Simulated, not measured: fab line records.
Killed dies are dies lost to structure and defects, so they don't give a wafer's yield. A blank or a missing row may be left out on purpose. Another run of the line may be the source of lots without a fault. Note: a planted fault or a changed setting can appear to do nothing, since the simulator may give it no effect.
Which tool is to blame? :: flow gf180mcu :: 36 wafers from 12 lots sampled at 5 of the route's 602 steps

WHAT EACH GAUGE READ, for each wafer
GF_STI_THK_MEAS_24.
lot: L488
measured: day 2 15:29
on: filmMetro-03
STI_CVD_23_THK (nm): 647 660 649

lot: L490
measured: day 3 01:02
on: filmMetro-01
STI_CVD_23_THK (nm): 653 653 649

lot: L491
measured: day 3 05:58
on: filmMetro-01
STI_CVD_23_THK (nm): 658 656 658

lot: L492
measured: day 3 10:23
on: filmMetro-01
STI_CVD_23_THK (nm): 649 667 653

lot: L493
measured: day 3 16:31
on: filmMetro-03
STI_CVD_23_THK (nm): 659 654 651

lot: L494
measured: day 3 21:13
on: filmMetro-02
STI_CVD_23_THK (nm): 647 657 649

lot: L496
measured: day 4 06:44
on: filmMetro-02
STI_CVD_23_THK (nm): 654 647 664

lot: L497
measured: day 4 12:02
on: filmMetro-01
STI_CVD_23_THK (nm): 642 642 639

lot: L499
measured: day 4 22:22
on: filmMetro-01
STI_CVD_23_THK (nm): 644 648 653

lot: L503
measured: day 5 18:49
on: filmMetro-03
STI_CVD_23_THK (nm): 652 657 658

lot: L505
measured: day 6 05:38
on: filmMetro-02
STI_CVD_23_THK (nm): 646 657 658

lot: L508
measured: day 7 00:20
on: filmMetro-01
STI_CVD_23_THK (nm): 641 517 644 641 517 643

GF_M1_OVL_MEAS_15.
lot: L488
measured: day 18 03:40
on: overlay-02
M1_OVL (nm): 4 4 3

lot: L490
measured: day 18 22:26
on: overlay-02
M1_OVL (nm): 3 4 5

lot: L491
measured: day 19 02:56
on: overlay-01
M1_OVL (nm): -2 -3 -5

lot: L492
measured: day 19 14:50
on: overlay-02
M1_OVL (nm): -2 -3 -5

lot: L493
measured: day 19 22:37
on: overlay-02
M1_OVL (nm): 2 3 9

lot: L494
measured: day 20 05:18
on: overlay-02
M1_OVL (nm): 1 4 -1

lot: L496
measured: day 20 23:54
on: overlay-02
M1_OVL (nm): 0 1 -1

lot: L497
measured: day 21 05:07
on: overlay-02
M1_OVL (nm): 4 8 3

lot: L499
measured: day 22 00:20
on: overlay-01
M1_OVL (nm): -3 -2 -7

lot: L503
measured: day 23 11:10
on: overlay-01
M1_OVL (nm): -10 -9 0

lot: L505
measured: day 24 02:22
on: overlay-01
M1_OVL (nm): 4 -2 3

lot: L508
measured: day 25 08:27
on: overlay-01
M1_OVL (nm): -2 2 -3

WHICH TOOL RAN EACH LOT (tool, then ch and the chambers of the sampled wafers, then the start)
lot: L488
GF_STI_CVD_23: hdpcvd-02 ch 0,2, day 2 15:25
GF_STI_CMP_25: cmp-01 ch 0,1,2, day 2 15:36
GF_CONTACT_STRIP_18: plasmaAsher-03 ch 0,1, day 17 02:51

lot: L490
GF_STI_CVD_23: hdpcvd-01 ch 0,1, day 3 00:57
GF_STI_CMP_25: cmp-01 ch 0,1, day 3 01:05
GF_CONTACT_STRIP_18: plasmaAsher-04 ch 0,1, day 17 20:41

lot: L491
GF_STI_CVD_23: hdpcvd-02 ch 0,1,2, day 3 05:52
GF_STI_CMP_25: cmp-01 ch 1,2,3, day 3 06:01
GF_CONTACT_STRIP_18: plasmaAsher-03 ch 0,1, day 18 02:13

lot: L492
GF_STI_CVD_23: hdpcvd-02 ch 1,2, day 3 10:17
GF_STI_CMP_25: cmp-01 ch 0,1, day 3 10:29
GF_CONTACT_STRIP_18: plasmaAsher-03 ch 0,1, day 18 13:53

lot: L493
GF_STI_CVD_23: hdpcvd-01 ch 0,1,2, day 3 16:25
GF_STI_CMP_25: cmp-01 ch 0,2,3, day 3 16:40
GF_CONTACT_STRIP_18: plasmaAsher-04 ch 1, day 18 20:55

lot: L494
GF_STI_CVD_23: hdpcvd-02 ch 1,2, day 3 21:09
GF_STI_CMP_25: cmp-01 ch 0,1,2, day 3 21:20
GF_CONTACT_STRIP_18: plasmaAsher-03 ch 0,1, day 19 03:30

lot: L496
GF_STI_CVD_23: hdpcvd-02 ch 0,1,2, day 4 06:40
GF_STI_CMP_25: cmp-01 ch 0,2,3, day 4 06:50
GF_CONTACT_STRIP_18: plasmaAsher-01 ch 1, day 19 22:28

lot: L497
GF_STI_CVD_23: hdpcvd-02 ch 1,2, day 4 11:57
GF_STI_CMP_25: cmp-02 ch 0,1,3, day 4 12:08
GF_CONTACT_STRIP_18: plasmaAsher-03 ch 0,1, day 20 03:22

lot: L499
GF_STI_CVD_23: hdpcvd-02 ch 0,2, day 4 22:17
GF_STI_CMP_25: cmp-02 ch 0,2,3, day 4 22:28
GF_CONTACT_STRIP_18: plasmaAsher-01 ch 0,1, day 20 23:45

lot: L503
GF_STI_CVD_23: hdpcvd-02 ch 0,1, day 5 18:44
GF_STI_CMP_25: cmp-02 ch 1,2,3, day 5 19:02
GF_CONTACT_STRIP_18: plasmaAsher-01 ch 0,1, day 22 10:59

lot: L505
GF_STI_CVD_23: hdpcvd-02 ch 0,1,2, day 6 05:33
GF_STI_CMP_25: cmp-01 ch 0,1,2, day 6 06:00
GF_CONTACT_STRIP_18: plasmaAsher-03 ch 0,1, day 23 02:18

lot: L508
GF_STI_CVD_23: hdpcvd-02 ch 0,2, day 7 00:16
GF_STI_CMP_25: cmp-01 ch 0,1, day 7 03:38
GF_CONTACT_STRIP_18: plasmaAsher-04 ch 0,1, day 24 09:36
- GF_STI_CVD_23: deposits SiO2, target thk 650 nm, time 108.3 s.
- GF_STI_CMP_25: polishes, stops on Si3N4, t overpolish 33 s, target thk 524.6 nm.
- GF_CONTACT_STRIP_18: strips in O2/N2.

WHAT THE TOOLS THEMSELVES READ (means of the sampled wafers that have a number; where no wafer has one, the mark that the record gives instead)
GF_STI_CVD_23.
lot: L488
tool: hdpcvd-02
sih4FlowSccm (sccm): 59.86

lot: L490
tool: hdpcvd-01
sih4FlowSccm (sccm): 59.94

lot: L491
tool: hdpcvd-02
sih4FlowSccm (sccm): 59.84

lot: L492
tool: hdpcvd-02
sih4FlowSccm (sccm): 59.91

lot: L493
tool: hdpcvd-01
sih4FlowSccm (sccm): 60.20

lot: L494
tool: hdpcvd-02
sih4FlowSccm (sccm): 59.98

lot: L496
tool: hdpcvd-02
sih4FlowSccm (sccm): 59.96

lot: L497
tool: hdpcvd-02
sih4FlowSccm (sccm): 59.90

lot: L499
tool: hdpcvd-02
sih4FlowSccm (sccm): 59.99

lot: L503
tool: hdpcvd-02
sih4FlowSccm (sccm): 59.97

lot: L505
tool: hdpcvd-02
sih4FlowSccm (sccm): 59.97

lot: L508
tool: hdpcvd-02
sih4FlowSccm (sccm): 55.88

GF_STI_CMP_25.
lot: L488
tool: cmp-01
motorCurrentA (A): 11.2
slurryFlowMlMin: 149.5
timeToEndpointS (s): 127

lot: L490
tool: cmp-01
motorCurrentA (A): 11.5
slurryFlowMlMin: 150.1
timeToEndpointS (s): 122

lot: L491
tool: cmp-01
motorCurrentA (A): 11.0
slurryFlowMlMin: 149.8
timeToEndpointS (s): 126

lot: L492
tool: cmp-01
motorCurrentA (A): 11.4
slurryFlowMlMin: 149.9
timeToEndpointS (s): 131

lot: L493
tool: cmp-01
motorCurrentA (A): 10.8
slurryFlowMlMin: 150.4
timeToEndpointS (s): 125

lot: L494
tool: cmp-01
motorCurrentA (A): 10.8
slurryFlowMlMin: 150.2
timeToEndpointS (s): 124

lot: L496
tool: cmp-01
motorCurrentA (A): 10.5
slurryFlowMlMin: 150.1
timeToEndpointS (s): 128

lot: L497
tool: cmp-02
motorCurrentA (A): 12.2
slurryFlowMlMin: 149.8
timeToEndpointS (s): 124

lot: L499
tool: cmp-02
motorCurrentA (A): 12.5
slurryFlowMlMin: 149.8
timeToEndpointS (s): 118

lot: L503
tool: cmp-02
motorCurrentA (A): 12.6
slurryFlowMlMin: 149.8
timeToEndpointS (s): 126

lot: L505
tool: cmp-01
motorCurrentA (A): 11.1
slurryFlowMlMin: 150.0
timeToEndpointS (s): 129

lot: L508
tool: cmp-01
motorCurrentA (A): 11.0
slurryFlowMlMin: 149.8
timeToEndpointS (s): 113

GF_CONTACT_STRIP_18.
lot: L488
tool: plasmaAsher-03
drypumpMotorCurrentA (A): 5.7
heaterPowerW (W): 324
n2FlowSccm (sccm): 300.1
oesProductAu (a.u.): 0.579

lot: L490
tool: plasmaAsher-04
drypumpMotorCurrentA (A): 5.6
heaterPowerW (W): 293
n2FlowSccm (sccm): 300.2
oesProductAu (a.u.): 0.581

lot: L491
tool: plasmaAsher-03
drypumpMotorCurrentA (A): 5.7
heaterPowerW (W): 336
n2FlowSccm (sccm): 300.1
oesProductAu (a.u.): 0.580

lot: L492
tool: plasmaAsher-03
drypumpMotorCurrentA (A): 5.7
heaterPowerW (W): 324
n2FlowSccm (sccm): 300.1
oesProductAu (a.u.): 0.582

lot: L493
tool: plasmaAsher-04
drypumpMotorCurrentA (A): 5.8
heaterPowerW (W): 275
n2FlowSccm (sccm): 301.0
oesProductAu (a.u.): 0.583

lot: L494
tool: plasmaAsher-03
drypumpMotorCurrentA (A): 5.7
heaterPowerW (W): 338
n2FlowSccm (sccm): 299.4
oesProductAu (a.u.): 0.577

lot: L496
tool: plasmaAsher-01
drypumpMotorCurrentA (A): 5.8
heaterPowerW (W): 311
n2FlowSccm (sccm): 300.2
oesProductAu (a.u.): 0.575

lot: L497
tool: plasmaAsher-03
drypumpMotorCurrentA (A): 5.7
heaterPowerW (W): 323
n2FlowSccm (sccm): 299.4
oesProductAu (a.u.): 0.578

lot: L499
tool: plasmaAsher-01
drypumpMotorCurrentA (A): 6.3
heaterPowerW (W): 347
n2FlowSccm (sccm): 299.0
oesProductAu (a.u.): 0.577

lot: L503
tool: plasmaAsher-01
drypumpMotorCurrentA (A): 6.1
heaterPowerW (W): 328
n2FlowSccm (sccm): 300.2
oesProductAu (a.u.): 0.581

lot: L505
tool: plasmaAsher-03
drypumpMotorCurrentA (A): 5.7
heaterPowerW (W): 334
n2FlowSccm (sccm): 300.5
oesProductAu (a.u.): 0.583

lot: L508
tool: plasmaAsher-04
drypumpMotorCurrentA (A): 5.6
heaterPowerW (W): 288
n2FlowSccm (sccm): 300.0
oesProductAu (a.u.): 0.579

THE ANSWER, worked out from the rows above alone
Rule: the lots themselves supply what counts as usual. The widest of any qualifying gaps counts: lots, ordered by their means at a reading, are off when they make up no more than a third of the lots, leave a main group of 4 or more, and stand apart from it by 3 or more times the standard deviation of that group's means. Not used: any main group whose means are identical at the precision the tables above print for the reading. Also off: a lot with no number at a reading for which 4 or more lots have one. All remaining lots with rows at the step are treated as sound. After the gauges, taken in route order, come the tools' own readings; for these a lot's mean is taken, as printed above. The first step at which some lot is off is used, and at that step the reading that is off furthest; a lot without a number counts as furthest.
Off: L508, at GF_STI_THK_MEAS_24 (STI_CVD_23_THK). Mean 652 nm and standard deviation 4.4 in the main group.
A tool fits if, at a process step before that reading, it ran every lot that is off, and no sound lot after the first of them. Not tried: the gauges at GF_STI_THK_MEAS_24; whatever is off there is also off at GF_STI_CVD_23, on other tools, and gauge error can't account for it. One fits: hdpcvd-02 at GF_STI_CVD_23. Its last sound lot is L505 (day 6 05:33), its first lot that is off L508 (day 7 00:16): a fault that began between those two fits.
On the lots that are off, the tool's own readings at GF_STI_CVD_23 differ by more than 5 times the standard deviation of the sound lots' means, which bears it out; sih4FlowSccm reads 55.88 sccm there versus 59.96 sccm on the sound lots.

WHAT THE SIMULATOR HAD PUT IN
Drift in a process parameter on hdpcvd-02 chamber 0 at GF_STI_CVD_23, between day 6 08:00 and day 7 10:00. Setting sih4FlowSccm shifted by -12 from 60. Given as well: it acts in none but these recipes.
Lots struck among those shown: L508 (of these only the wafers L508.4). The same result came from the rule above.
